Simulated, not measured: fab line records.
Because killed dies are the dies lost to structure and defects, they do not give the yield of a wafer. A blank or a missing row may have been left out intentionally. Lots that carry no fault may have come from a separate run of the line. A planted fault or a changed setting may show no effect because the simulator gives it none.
What tool caused it? || flow sky130 || route of 708 steps, sampled at 1 step: 6 lots, 18 wafers

== WHAT EACH GAUGE READ, for each wafer ==
SKY_VT_ADJUST_HVTP_CD_MEAS_07 targets a cd of 380 nm.
{"lot": "L578", "measured": "day 6 10:16", "on": "cd sem-02", "cd nm (nm)": "385.8 388.0 383.0"}
{"lot": "L583", "measured": "day 7 12:34", "on": "cd sem-02", "cd nm (nm)": "382.9 379.3 379.4"}
{"lot": "L585", "measured": "day 8 01:02", "on": "cd sem-02", "cd nm (nm)": "383.2 381.8 380.0"}
{"lot": "L595", "measured": "day 11 00:48", "on": "cd sem-01", "cd nm (nm)": "377.7 380.6 379.5"}
{"lot": "L596", "measured": "day 11 05:32", "on": "cd sem-01", "cd nm (nm)": "377.2 378.2 378.6"}
{"lot": "L599", "measured": "day 11 22:19", "on": "cd sem-02", "cd nm (nm)": "383.6 385.9 384.4"}

== TOOL THAT RAN EACH LOT (tool first, then ch and the chambers of the sampled wafers, then the start) ==
No process step before these readings appears in the record.

== THE ANSWER, worked out from the rows above alone ==
Rule: the usual values come from the lots themselves. The widest of any qualifying gaps counts: lots, ordered by their means at a reading, are off when they make up no more than a third of the lots, leave a main group of 4 or more, and stand apart from it by 3 or more times the standard deviation of that group's means. Not used: any main group whose means are identical at the precision the tables above print for the reading. Also off: a lot with no number at a reading for which 4 or more lots have one. The other lots that the step has rows for count as sound.
No lot is off on any of the readings shown, so nothing can be concluded from this.

== WHAT WAS PUT IN BY THE SIMULATOR ==
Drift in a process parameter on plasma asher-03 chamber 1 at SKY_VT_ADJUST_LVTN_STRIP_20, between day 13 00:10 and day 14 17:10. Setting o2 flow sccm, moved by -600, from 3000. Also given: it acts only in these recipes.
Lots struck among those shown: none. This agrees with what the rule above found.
